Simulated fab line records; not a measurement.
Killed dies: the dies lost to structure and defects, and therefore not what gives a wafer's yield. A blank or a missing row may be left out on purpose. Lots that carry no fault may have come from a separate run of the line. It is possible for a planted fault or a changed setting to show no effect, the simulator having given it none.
Split-lot experiment -- flow sky130 -- 23 wafers read from 5 lots, route of 708 steps

== ON THE SPLIT ==
At SKY_VIA4_CVD_18 (deposits W, target thk 505 nm, time 152.14 s), the setting temp c was moved away from the recipe's 400 C on 7 of the 23 wafers read, by +2.1% to +2.4%. All remaining wafers had this setting at the recipe value.

== FROM THE SPLIT TO THE READING: what the file shows between them, 1 step ==
- SKY_VIA4_RS_MEAS_19: measures by four-point-probe

== THE READING ==
VIA4_W_THK, in nm, at SKY_VIA4_THK_MEAS_20 (measures by xrf). A value of 492 nm with a standard deviation of 5.5 nm is what fault-free wafers of this fab line usually give.

wafer,"tool, chamber at the split","temp c as run, C",against the recipe,"VIA4_W_THK, nm",against lot-mates on the recipe
L076.1,"cvd w-02, 1",400,recipe,483,-
L076.2,"cvd w-02, 0",400,recipe,483,-
L076.3,"cvd w-02, 0",408.5,+2.1%,565,+80
L076.5,"cvd w-02, 0",408.5,+2.1%,562,+77
L076.6,"cvd w-02, 1",400,recipe,488,-
L077.2,"cvd w-02, 1",400,recipe,501,-
L077.3,"cvd w-02, 1",409.7,+2.4%,592,+94
L077.4,"cvd w-02, 0",409.7,+2.4%,590,+92
L077.5,"cvd w-02, 0",400,recipe,496,-
L077.6,"cvd w-02, 1",400,recipe,497,-
L079.2,"cvd w-01, 0",400,recipe,492,-
L079.3,"cvd w-01, 0",400,recipe,491,-
L079.4,"cvd w-01, 1",400,recipe,491,-
L079.5,"cvd w-01, 0",400,recipe,482,-
L079.6,"cvd w-01, 1",400,recipe,488,-
L081.2,"cvd w-02, 0",400,recipe,489,-
L081.4,"cvd w-02, 1",400,recipe,495,-
L081.6,"cvd w-02, 1",400,recipe,492,-
L085.1,"cvd w-02, 1,0",409.6,+2.4%,584,+95
L085.2,"cvd w-02, 1,0",409.6,+2.4%,580,+91
L085.4,"cvd w-02, 1",409.6,+2.4%,580,+91
L085.5,"cvd w-02, 0",400,recipe,487,-
L085.6,"cvd w-02, 1",400,recipe,491,-
The file does not say which wafer passed through which chamber wherever a row lists several chambers: such a row stands for several wafers.

FIT RESULTS
A straight line over all 23 wafers: VIA4_W_THK changes by +38.2 nm for each +1% of temp c; r = +0.99; the points scatter about the line by 5.8 nm.
The same after taking each lot's own level away (the mean of its wafers on the recipe; 23 wafers): +38.1 nm for each +1%; r = +1.00; scatter 2.7 nm.
According to that fit, moving temp c by its largest amount changes the reading by 92 nm.
The lots' own levels span 484.7 to 498.0 nm, that is 2.4 times the standard deviation above.
Hence the lot-to-lot level has little effect on the slope; both slopes agree.
Check: for one of the wafers moved furthest among these (+2.4%), held out of the fit, the line's prediction against its lot-mates is +92.1 nm. It came out at +94 nm against them.

== OTHER SPLITS ON THESE WAFERS ==
Other splits were also applied to these wafers ahead of the reading. Each is held against what the fit with the lots' levels taken away leaves over:
other split on the same wafers,wafers away from the commonest value,r with VIA4_W_THK (lot level and that fit taken away)
SKY_METAL3_METAL_ETCH_18 bias w,8,+0.10
SKY_VIA3_HDPCVD_00 time s,7,-0.31
SKY_METAL4_SPUTTER_00 chamber pressure pa,15,-0.14
SKY_VIA4_SOFTBAKE_07 temp c,10,-0.18

== THE WHOLE CHAIN: every reading that the file lists as answering this split, in the file's order ==
step,what it does,reading,change (the file's fit),r (the file's)
SKY_VIA4_CVD_18,"deposits W, target thk 505 nm, time 152.14 s","W_of_VIA4_CVD_18.thk nm (the simulator's own value, which no gauge read)",+39.2 nm for each +1% of the setting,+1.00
SKY_VIA4_RS_MEAS_19,measures by four-point-probe,VIA4_W_RS,-0.0153 for each +1% of the setting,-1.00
SKY_VIA4_THK_MEAS_20,measures by xrf,VIA4_W_THK,+38.1 for each +1% of the setting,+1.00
SKY_VIA4_CMP_21,"polishes, stops on SiO2, t overpolish 25 s, target thk 0 nm",time to endpoint s,withheld for each +1% of the setting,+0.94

== THE FILE'S OWN FIT ==
VIA4_W_THK changes by +38.1 nm for each +1% of temp c, r = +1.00.
